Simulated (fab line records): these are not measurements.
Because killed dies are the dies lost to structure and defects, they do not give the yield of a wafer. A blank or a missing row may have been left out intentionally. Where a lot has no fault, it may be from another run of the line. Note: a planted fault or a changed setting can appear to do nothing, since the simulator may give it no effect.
Matching of chambers / flow sky130 / 4 sister chambers for SKY_VIA4_CMP_02 on cmp-02
The step polishes SiO2. 14 wafers are shown with their chamber, then 7 later ones without.

## EACH WAFER AND ITS CHAMBER
wafer=L497.2; chamber=0; motor_current_A (A)=14.1; head_pressure_psi (psi)=3.993
wafer=L497.4; chamber=2; motor_current_A (A)=10.1; head_pressure_psi (psi)=4.015
wafer=L497.5; chamber=1; motor_current_A (A)=11.7; head_pressure_psi (psi)=4.017
wafer=L498.1; chamber=2; motor_current_A (A)=10.2; head_pressure_psi (psi)=3.999
wafer=L498.3; chamber=3; motor_current_A (A)=11.1; head_pressure_psi (psi)=4.006
wafer=L498.5; chamber=1; motor_current_A (A)=11.5; head_pressure_psi (psi)=4.015
wafer=L499.2; chamber=1; motor_current_A (A)=12.0; head_pressure_psi (psi)=4.001
wafer=L499.4; chamber=3; motor_current_A (A)=11.6; head_pressure_psi (psi)=4.003
wafer=L499.5; chamber=3; motor_current_A (A)=11.5; head_pressure_psi (psi)=3.998
wafer=L500.2; chamber=1; motor_current_A (A)=12.1; head_pressure_psi (psi)=4.010
wafer=L500.3; chamber=0; motor_current_A (A)=13.0; head_pressure_psi (psi)=4.001
wafer=L500.6; chamber=0; motor_current_A (A)=13.2; head_pressure_psi (psi)=3.991
wafer=L507.1; chamber=2; motor_current_A (A)=9.5; head_pressure_psi (psi)=3.994
wafer=L507.3; chamber=3; motor_current_A (A)=11.3; head_pressure_psi (psi)=3.984

SIGNATURES (averages over the wafers above)
reading=motor_current_A; chamber 0=13.433; chamber 1=11.825; chamber 2=9.933; chamber 3=11.375; scatter within a chamber=0.367
reading=head_pressure_psi; chamber 0=3.99500; chamber 1=4.01075; chamber 2=4.00267; chamber 3=3.99775; scatter within a chamber=0.00857
Rule: a wafer lies at a distance from a chamber equal to the root of the sum of squares, over the readings, of (its reading less the chamber's mean, divided by the reading's scatter). If the next closest chamber is less than 2 further off than the closest, the wafer can't be placed; otherwise it belongs to the closest. The scatter is the square root of a quotient: the sum, over the shown wafers, of each reading's squared deviation from its chamber's mean, divided by wafers minus chambers.

## WAFERS WHOSE CHAMBER IS MISSING
wafer=L507.4; motor_current_A (A)=11.9; head_pressure_psi (psi)=4.011
wafer=L518.1; motor_current_A (A)=11.7; head_pressure_psi (psi)=4.000
wafer=L518.2; motor_current_A (A)=11.8; head_pressure_psi (psi)=4.000
wafer=L518.6; motor_current_A (A)=12.4; head_pressure_psi (psi)=4.005
wafer=L519.3; motor_current_A (A)=13.0; head_pressure_psi (psi)=4.002
wafer=L519.5; motor_current_A (A)=11.6; head_pressure_psi (psi)=4.003
wafer=L519.6; motor_current_A (A)=12.7; head_pressure_psi (psi)=3.985

## WHICH CHAMBER EACH ONE RAN IN
wafer=L507.4; from the rows above=can't be placed: 1 or 3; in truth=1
wafer=L518.1; from the rows above=can't be placed: 3 or 1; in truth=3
wafer=L518.2; from the rows above=can't be placed: 3 or 1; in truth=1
wafer=L518.6; from the rows above=can't be placed: 1 or 3 or 0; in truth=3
wafer=L519.3; from the rows above=can't be placed: 0 or 1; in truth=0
wafer=L519.5; from the rows above=can't be placed: 3 or 1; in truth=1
wafer=L519.6; from the rows above=can't be placed: 0 or 1 or 3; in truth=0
Placed correctly: 0 of 7. From these rows, 7 cannot be placed; in 7 the true chamber is one of the candidates. Wrongly placed: 0.
